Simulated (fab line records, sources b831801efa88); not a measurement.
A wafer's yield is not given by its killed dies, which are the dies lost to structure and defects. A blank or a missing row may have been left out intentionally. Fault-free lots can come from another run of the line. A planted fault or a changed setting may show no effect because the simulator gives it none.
A struck lot beside a sound one	flow sky130	17 out of 708 route steps
Sound: wafers L262.2, L262.5, L262.6. Struck: wafer L251.3. (L251.2, L251.5 of the same lot were not struck and are left out.) The cause comes at the end.
Order at every step that has rows: each side's tool, ch and its chambers, its first start. Under that, the readings that differ: sound wafers	struck wafers	difference of the means	sigmas: that difference in standard deviations of wafers without a fault.
alike: readings with means less than 2 such deviations apart, plus words and numbers identical on both sides. not compared: withheld readings, readings lacking a value on some wafer, bounds such as >300 that could conceal the same value, and numbers that have no deviation in the record and whose values overlap.
A row with sigmas, a row that says differs or no value, or rows on one side alone: a step with any of these is where the two part. When numbers do not overlap yet have no deviation, they are printed without sigmas and do not part them. Lack of a reading on every wafer of one side parts them only where that side has two or more wafers.

first, 3 steps without rows for these wafers: SKY_VIA1_EXPOSE_09 (exposes mask VIM, target cd 150 nm); SKY_VIA1_PEB_10; SKY_VIA1_DEVELOP_11 (develop time 60 s).
SKY_VIA1_CD_MEAS_12 targets a cd of 150 nm.
  sound: cdSem-02 at day 38 13:08; struck: cdSem-01 at day 35 01:43
reading	sound	struck	difference	sigmas
cdNm (nm)	148.0 149.0 146.6	151.7	+3.8	+2
SKY_VIA1_OVL_MEAS_13:
  sound: overlay-01 at day 38 13:15; struck: overlay-02 at day 35 01:50
  alike: VIA1_OVL
SKY_VIA1_ETCH_14: etches BARC in N2/H2, stops on SiO2, time 45.9 s, target depth 60 nm.
  sound on rieDiel-01 ch 0,1, day 38 13:17; struck on rieDiel-01 ch 1, day 35 01:52
  alike: drypumpMotorCurrentA, oesProductAu, rfFwdPowerW, throttleValvePct
  not compared: rfHoursCounterH
SKY_VIA1_ETCH_15: etches SiO2 in C4F8/O2/Ar, stops on TiN, target depth 351 nm, time 54 s.
  sound on rieDiel-01 ch 0,1, day 38 13:19; struck on rieDiel-01 ch 1, day 35 01:54
  alike: oesProductAu, rfFwdPowerW
  not compared: rfHoursCounterH
SKY_VIA1_STRIP_16: strips in O2/N2.
  sound on plasmaAsher-04 ch 0,1, day 38 13:22; struck on plasmaAsher-02 ch 0, day 35 01:56
reading	sound	struck	difference	sigmas
oesProductAu (a.u.)	0.409 0.417 0.409	0.422	+0.010	+2
  alike: drypumpMotorCurrentA, o2FlowSccm, stripTimeToEndpointS
  not compared: rfHoursCounterH
then, 3 steps without rows for these wafers: SKY_VIA1_STRIP_17 (strips in post etch residue remover, time 1200 s); SKY_VIA1_CLEAN_18 (cleans in IPA, time 180 s); SKY_VIA1_CLEAN_19 (cleans in O3/DIW).
SKY_VIA1_SPUTTER_20: material TiN, target thk 20 nm, time 80 s.
  sound: pvdSputter-01 at day 38 13:58; struck: pvdSputter-03 at day 35 02:32
  alike: throttleValvePct
SKY_VIA1_CVD_21: deposits W, target thk 270 nm, time 80.902 s.
  sound on cvdW-02 ch 0,1, day 38 14:02; struck on cvdW-02 ch 0, day 35 02:36
reading	sound	struck	difference	sigmas
model.W_of_VIA1_CVD_21.thkNm (nm)	269.4 267.9 269	249.2	-19.6	
  alike: heaterPowerW
SKY_VIA1_RS_MEAS_22: a four-point-probe measurement.
  sound: filmMetro-04 at day 38 14:08; struck: filmMetro-02 at day 35 02:43
reading	sound	struck	difference	sigmas
VIA1_W_RS (ohm/sq)	0.428 0.429 0.428	0.464	+0.036	+10
SKY_VIA1_THK_MEAS_23: measures by xrf.
  sound: filmMetro-04 at day 38 14:15; struck: filmMetro-02 at day 35 02:49
reading	sound	struck	difference	sigmas
VIA1_W_THK (nm)	254 253 255	240	-14	-4
SKY_VIA1_CMP_24: polishes, stops on SiO2, t overpolish 15 s, target thk 0 nm.
  sound on cmp-02 ch 0,1,2, day 38 14:27; struck on cmp-02 ch 3, day 35 02:58
reading	sound	struck	difference	sigmas
motorCurrentA (A)	11.8 11.7 12.5	9.3	-2.7	-3
  alike: edgeZonePressureFrac
next, for these wafers, 1 step has no rows: SKY_PAD_OPEN_PROBE_99.

## WHERE THEY PART
Earliest at SKY_VIA1_CD_MEAS_12; latest, in this record, at SKY_VIA1_CMP_24.

WHY: what the simulator had put in
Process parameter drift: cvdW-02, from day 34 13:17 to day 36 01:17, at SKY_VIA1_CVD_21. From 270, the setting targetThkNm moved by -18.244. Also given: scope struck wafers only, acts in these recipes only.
